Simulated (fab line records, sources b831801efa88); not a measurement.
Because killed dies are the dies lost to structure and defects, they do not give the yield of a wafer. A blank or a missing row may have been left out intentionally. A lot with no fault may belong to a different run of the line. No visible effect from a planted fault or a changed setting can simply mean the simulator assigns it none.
Which tool was responsible? -- flow gf180mcu -- Sampling: 24 lots, 72 wafers, 3 of 602 route steps

== WHAT EACH GAUGE READ, for each wafer ==
GF_M3_THK_MEAS_06: measures by xrf.
lot,measured,on,M3_ALCU_THK (nm)
L074,day 20 11:19,filmMetro-03,459 454 459
L075,day 20 14:49,filmMetro-04,454 457 464
L076,day 20 23:43,filmMetro-03,450 449 446
L077,day 21 08:23,filmMetro-04,455 455 457
L078,day 21 19:34,filmMetro-01,462 452 459
L079,day 22 02:41,filmMetro-04,455 463 454
L080,day 22 15:49,filmMetro-01,456 459 459
L081,day 23 00:56,filmMetro-04,453 457 457
L082,day 23 08:18,filmMetro-04,466 463 462
L083,day 24 04:46,filmMetro-03,453 451 453
L084,day 24 11:38,filmMetro-03,445 450 450
L085,day 24 16:20,filmMetro-01,464 464 456
L086,day 25 01:09,filmMetro-04,461 466 468
L087,day 25 08:15,filmMetro-03,440 440 440
L088,day 25 08:21,filmMetro-01,456 449 451
L089,day 25 21:09,filmMetro-04,467 464 463
L090,day 26 08:25,filmMetro-03,443 446 444
L091,day 26 09:22,filmMetro-03,451 453 451
L092,day 26 15:05,filmMetro-01,449 457 454
L093,day 26 21:07,filmMetro-04,456 457 461
L094,day 27 02:46,filmMetro-04,449 446 446
L095,day 27 11:10,filmMetro-04,457 460 454
L096,day 27 15:43,filmMetro-01,457 456 459
L097,day 28 03:02,filmMetro-03,450 452 448

== WHICH TOOL RAN EACH LOT (tool, then ch and the chambers of the sampled wafers, then the start) ==
lot,GF_V2_SPUTTER_22,GF_M3_SPUTTER_03
L074,"pvdSputter-01, day 20 10:20","pvdSputter-02, day 20 11:08"
L075,"pvdSputter-01, day 20 13:50","pvdSputter-04, day 20 14:38"
L076,"pvdSputter-01, day 20 22:44","pvdSputter-02, day 20 23:32"
L077,"pvdSputter-01, day 21 07:24","pvdSputter-03, day 21 08:11"
L078,"pvdSputter-01, day 21 16:06","pvdSputter-02, day 21 19:23"
L079,"pvdSputter-02, day 22 01:41","pvdSputter-04, day 22 02:28"
L080,"pvdSputter-03, day 22 14:51","pvdSputter-02, day 22 15:38"
L081,"pvdSputter-02, day 22 23:57","pvdSputter-03, day 23 00:44"
L082,"pvdSputter-02, day 23 07:19","pvdSputter-02, day 23 08:07"
L083,"pvdSputter-03, day 24 03:47","pvdSputter-04, day 24 04:35"
L084,"pvdSputter-02, day 24 10:39","pvdSputter-03, day 24 11:27"
L085,"pvdSputter-01, day 24 15:22","pvdSputter-04, day 24 16:10"
L086,"pvdSputter-02, day 25 00:11","pvdSputter-04, day 25 00:58"
L087,"pvdSputter-02, day 25 07:17","pvdSputter-03, day 25 08:04"
L088,"pvdSputter-01, day 25 07:23","pvdSputter-02, day 25 08:10"
L089,"pvdSputter-02, day 25 20:09","pvdSputter-02, day 25 20:56"
L090,"pvdSputter-03, day 26 07:26","pvdSputter-03, day 26 08:14"
L091,"pvdSputter-01, day 26 08:22","pvdSputter-02, day 26 09:09"
L092,"pvdSputter-01, day 26 14:07","pvdSputter-02, day 26 14:54"
L093,"pvdSputter-01, day 26 20:08","pvdSputter-04, day 26 20:56"
L094,"pvdSputter-03, day 27 01:48","pvdSputter-03, day 27 02:35"
L095,"pvdSputter-02, day 27 10:11","pvdSputter-04, day 27 10:59"
L096,"pvdSputter-02, day 27 14:44","pvdSputter-04, day 27 15:32"
L097,"pvdSputter-02, day 28 02:03","pvdSputter-03, day 28 02:50"
- GF_V2_SPUTTER_22: material TiN, target thk 10 nm, time 40 s.
- GF_M3_SPUTTER_03: material Ti, target thk 10 nm, time 6.7 s.

== WHAT THE TOOLS THEMSELVES READ (means of the sampled wafers that have a number; where no wafer has one, the mark that the record gives instead) ==
GF_V2_SPUTTER_22.
lot,tool,throttleValvePct (%)
L074,pvdSputter-01,29.2
L075,pvdSputter-01,29.3
L076,pvdSputter-01,29.1
L077,pvdSputter-01,29.5
L078,pvdSputter-01,29.5
L079,pvdSputter-02,30.3
L080,pvdSputter-03,28.7
L081,pvdSputter-02,30.4
L082,pvdSputter-02,30.9
L083,pvdSputter-03,30.7
L084,pvdSputter-02,31.6
L085,pvdSputter-01,29.5
L086,pvdSputter-02,30.6
L087,pvdSputter-02,31.6
L088,pvdSputter-01,29.6
L089,pvdSputter-02,29.9
L090,pvdSputter-03,30.4
L091,pvdSputter-01,29.6
L092,pvdSputter-01,29.5
L093,pvdSputter-01,29.4
L094,pvdSputter-03,30.4
L095,pvdSputter-02,30.2
L096,pvdSputter-02,31.1
L097,pvdSputter-02,30.4

GF_M3_SPUTTER_03.
lot,tool,throttleValvePct (%)
L074,pvdSputter-02,30.2
L075,pvdSputter-04,30.1
L076,pvdSputter-02,30.7
L077,pvdSputter-03,28.3
L078,pvdSputter-02,31.1
L079,pvdSputter-04,29.8
L080,pvdSputter-02,30.8
L081,pvdSputter-03,30.3
L082,pvdSputter-02,30.3
L083,pvdSputter-04,30.3
L084,pvdSputter-03,29.7
L085,pvdSputter-04,30.2
L086,pvdSputter-04,30.4
L087,pvdSputter-03,29.2
L088,pvdSputter-02,30.6
L089,pvdSputter-02,30.3
L090,pvdSputter-03,29.6
L091,pvdSputter-02,30.2
L092,pvdSputter-02,30.7
L093,pvdSputter-04,30.2
L094,pvdSputter-03,29.4
L095,pvdSputter-04,30.3
L096,pvdSputter-04,30.2
L097,pvdSputter-03,29.0

== THE ANSWER, worked out from the rows above alone ==
Rule: usual is defined by the lots themselves. The widest of any qualifying gaps counts: lots, ordered by their means at a reading, are off when they make up no more than a third of the lots, leave a main group of 4 or more, and stand apart from it by 3 or more times the standard deviation of that group's means. A main group is skipped when, at the precision printed for the reading in the tables above, its means are all equal. Also off: a lot with no number at a reading for which 4 or more lots have one. Any other lot the step has rows for is counted as sound. After the gauges, taken in route order, come the tools' own readings; for these a lot's mean is taken, as printed above. The first step at which some lot is off is used, and at that step the reading that is off furthest; a lot without a number counts as furthest.
No lot is off at any reading shown: from this, nothing can be told.

== WHAT WAS PUT IN BY THE SIMULATOR ==
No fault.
